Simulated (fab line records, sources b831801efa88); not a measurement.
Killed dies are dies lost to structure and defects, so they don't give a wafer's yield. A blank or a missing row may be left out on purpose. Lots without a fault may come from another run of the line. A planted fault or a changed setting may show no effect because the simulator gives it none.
Chamber matching | flow gf180mcu | GF_V4_CMP_26 on cmp-02: 4 sister chambers
The step polishes, stops on SiO2, t overpolish 15 s, target thk 0 nm. 14 wafers are shown with their chamber, then 6 later ones without.

WAFERS WITH THEIR CHAMBER
wafer  | chamber | motor_current_A (A) | time_to_endpoint_s (s)
L729.1 | 0       | 10.8                | 82.7
L729.5 | 1       | 8.4                 | 88.5
L729.6 | 2       | 10.8                | 86.2
L733.3 | 3       | 10.5                | 87.7
L733.4 | 1       | 8.0                 | 85.0
L733.5 | 1       | 8.3                 | 87.3
L734.1 | 2       | 9.8                 | 84.9
L734.3 | 0       | 11.4                | 86.1
L734.4 | 1       | 8.6                 | 84.2
L735.1 | 3       | 9.7                 | 85.2
L735.4 | 0       | 10.9                | 85.4
L735.6 | 2       | 10.5                | 81.6
L737.2 | 0       | 11.7                | 82.6
L737.3 | 2       | 10.1                | 82.8

SIGNATURES (means of the wafers above)
reading            | chamber 0 | chamber 1 | chamber 2 | chamber 3 | scatter within a chamber
motor_current_A    | 11.200    | 8.325     | 10.300    | 10.100    | 0.403
time_to_endpoint_s | 84.200    | 86.250    | 83.875    | 86.450    | 1.94
Rule: a wafer's distance from a chamber is the root of the sum, over the readings, of the square of ((its reading less the chamber's mean) divided by the reading's scatter). The wafer belongs to the nearest chamber; if the next one is less than 2 further off, it can't be placed. The scatter: the root of (the sum of the squares of (reading less its chamber's mean) over the shown wafers, divided by (wafers less chambers)).

WAFERS WITHOUT THEIR CHAMBER
wafer  | motor_current_A (A) | time_to_endpoint_s (s)
L737.4 | 8.1                 | 81.4
L740.4 | 10.1                | 81.0
L740.6 | 8.3                 | 82.7
L749.2 | 10.8                | 86.6
L749.3 | 10.2                | 88.4
L749.6 | 8.7                 | 87.4

WHICH CHAMBER EACH WENT THROUGH
wafer  | from the rows above          | in truth
L737.4 | 1                            | 1
L740.4 | can't be placed: 2 or 3 or 0 | 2
L740.6 | 1                            | 1
L749.2 | can't be placed: 0 or 3 or 2 | 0
L749.3 | can't be placed: 3 or 2      | 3
L749.6 | 1                            | 1
Placed correctly: 3 of 6. Can't be placed from these rows: 3 (the true chamber is among the candidates in 3). Placed wrongly: 0.
